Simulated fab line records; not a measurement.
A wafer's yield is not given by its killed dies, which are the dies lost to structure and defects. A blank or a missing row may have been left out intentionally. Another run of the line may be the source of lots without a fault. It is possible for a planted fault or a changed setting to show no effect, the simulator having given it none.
Chamber matching	flow gf180mcu	3 sister chambers for GF_V5_CVD_02 on pecvd-03
The step deposits SiO2 from TEOS, target thk 1450 nm, time 163.28 s. 14 wafers are shown with their chamber, then 7 later ones without.

== WAFERS, EACH WITH ITS CHAMBER ==
wafer	chamber	heaterPowerW (W)
L810.1	1	685
L810.3	0	644
L810.5	0	723
L811.4	0	590
L811.5	2	513
L811.6	1	614
L813.1	0	726
L813.4	2	405
L813.6	1	744
L816.3	0	641
L816.4	1	745
L816.6	2	486
L819.1	2	519
L819.4	1	609

SIGNATURES (averages over the wafers above)
reading	chamber 0	chamber 1	chamber 2	scatter within a chamber
heaterPowerW	664.80	679.40	480.75	60.1
Rule: a wafer's distance from a chamber is the root of the sum, over the readings, of the square of ((its reading less the chamber's mean) divided by the reading's scatter). The wafer belongs to the nearest chamber; if the next one is less than 2 further off, it can't be placed. How the scatter is found: for the shown wafers, subtract from each reading the mean of its chamber, square and add these, divide the total by (wafers less chambers), then take the root.

== WAFERS WITH NO CHAMBER GIVEN ==
wafer	heaterPowerW (W)
L819.6	709
L826.2	638
L826.3	437
L826.4	594
L830.1	502
L830.2	707
L830.6	605

== WHICH CHAMBER EACH WENT THROUGH ==
wafer	from the rows above	in truth
L819.6	can't be placed: 1 or 0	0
L826.2	can't be placed: 0 or 1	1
L826.3	2	2
L826.4	can't be placed: 0 or 1 or 2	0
L830.1	2	2
L830.2	can't be placed: 1 or 0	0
L830.6	can't be placed: 0 or 1 or 2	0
Correct placement for 2 of the 7. Not placeable from these rows: 5 (in 5, the candidates include the true chamber). Wrongly placed: 0.
